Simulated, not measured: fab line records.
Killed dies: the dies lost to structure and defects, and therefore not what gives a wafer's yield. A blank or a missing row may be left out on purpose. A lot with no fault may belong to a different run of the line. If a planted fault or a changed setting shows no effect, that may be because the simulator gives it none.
One fault seen from 2 desks    flow gf180mcu    only its own numbers are on each desk; what lay behind them is given at the end

== DESK OF THE TOOL OWNER: implanter-02 ==
GF_LVPWELL_IMPLANT_08, tool's own readings: per-lot mean of the sampled wafers with a number, covering each lot this tool ran. A lot is out of limits, marked OUT, if its mean lies more than 4 standard deviations from the usual mean; the brackets give that distance.
Columns: A = beam-on-s at GF_LVPWELL_IMPLANT_08, usual 9.99 s; B = dose-ions-cm2 at GF_LVPWELL_IMPLANT_08, usual 1.4998e+13; C = faraday-current-uA at GF_LVPWELL_IMPLANT_08, usual 84.7
lot   first seen here  A      B                             C
L176  day 4 03:07      10.16  1.4993e+13                    83.3
L177  day 4 08:03      9.73   1.4995e+13                    86.7
L180  day 5 00:49      10.11  1.5012e+13                    83.7
L181  day 5 07:45      10.06  1.4969e+13                    84.2
L186  day 6 10:16      10.23  1.0420e+13 (-99 or more) OUT  57.4 (-15) OUT
L187  day 6 17:50      10.15  1.0437e+13 (-99 or more) OUT  58.1 (-15) OUT
This desk's verdict: out of limits on L186, L187, starting with L186 at day 6 10:16 (dose-ions-cm2 at GF_LVPWELL_IMPLANT_08). L176, L177, L180, L181 stayed within limits.

== FROM THE METROLOGY DESK ==
Means of the sampled wafers that have a number, per lot and without regard to the tool the lot ran on: this is what the gauges read. A lot is out of limits, marked OUT, if its mean lies more than 4 standard deviations from the usual mean; the brackets give that distance.
Columns: A = INCOMING_BOW at GF_STI_BOW_MEAS_00, usual 0 um; B = LVPWELL_TW at GF_LVPWELL_TW_MEAS_11, usual 555; C = VT_IMPLANT_02_OVL at GF_VT_IMPLANT_OVL_MEAS_29, usual -0.3 nm; D = LVPWELL_RS at GF_VT_IMPLANT_RS_MEAS_48, usual 1197 ohm/sq
lot   first seen here  A   B               C     D
L176  day 1 15:01      -7  549             -0.8  1195
L177  day 1 20:02      -4  565             -1.5  1196
L179  day 2 06:00      4   551             -1.7  1195
L180  day 2 11:00      -1  551             -0.5  1204
L181  day 2 16:00      -0  552             0.6   1202
L184  day 3 07:00      8   553             -1.5  1195
L185  day 3 12:01      -6  549             0.3   1201
L186  day 3 17:00      1   507 (-9.4) OUT  1.3   1433 (+74) OUT
L187  day 3 22:00      7   505 (-9.9) OUT  0.9   1432 (+74) OUT
L192  day 4 23:00      3   563             0.8   1197
L193  day 5 04:01      -2  556             -1.7  1198
L197  day 6 00:05      -3  558             1.8   1189
L198  day 6 05:02      -1  554             0.6   1197
Per this desk, out of limits: L186, L187; the first was L186, day 6 10:40 (LVPWELL_TW at GF_LVPWELL_TW_MEAS_11). L176, L177, L179, L180, L181, L184, L185, L192, L193, L197, L198 stayed within limits.

== ALL TOGETHER ==
The tool owner's desk had the chance to raise an alarm at day 6 10:16 on L186, L187.
At day 6 10:40 the metrology desk could have sounded an alarm, on L186, L187.
On implanter-02, each named lot ran GF_LVPWELL_IMPLANT_08.

== WHAT THE SIMULATOR HAD PUT IN ==
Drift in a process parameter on implanter-02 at GF_LVPWELL_IMPLANT_08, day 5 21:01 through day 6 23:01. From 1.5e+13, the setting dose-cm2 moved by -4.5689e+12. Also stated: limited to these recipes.
Lots struck among those shown: L186, L187.
Fault start to first reading out of limits, in hours, per desk: tool owner, 13; metrology, 14.
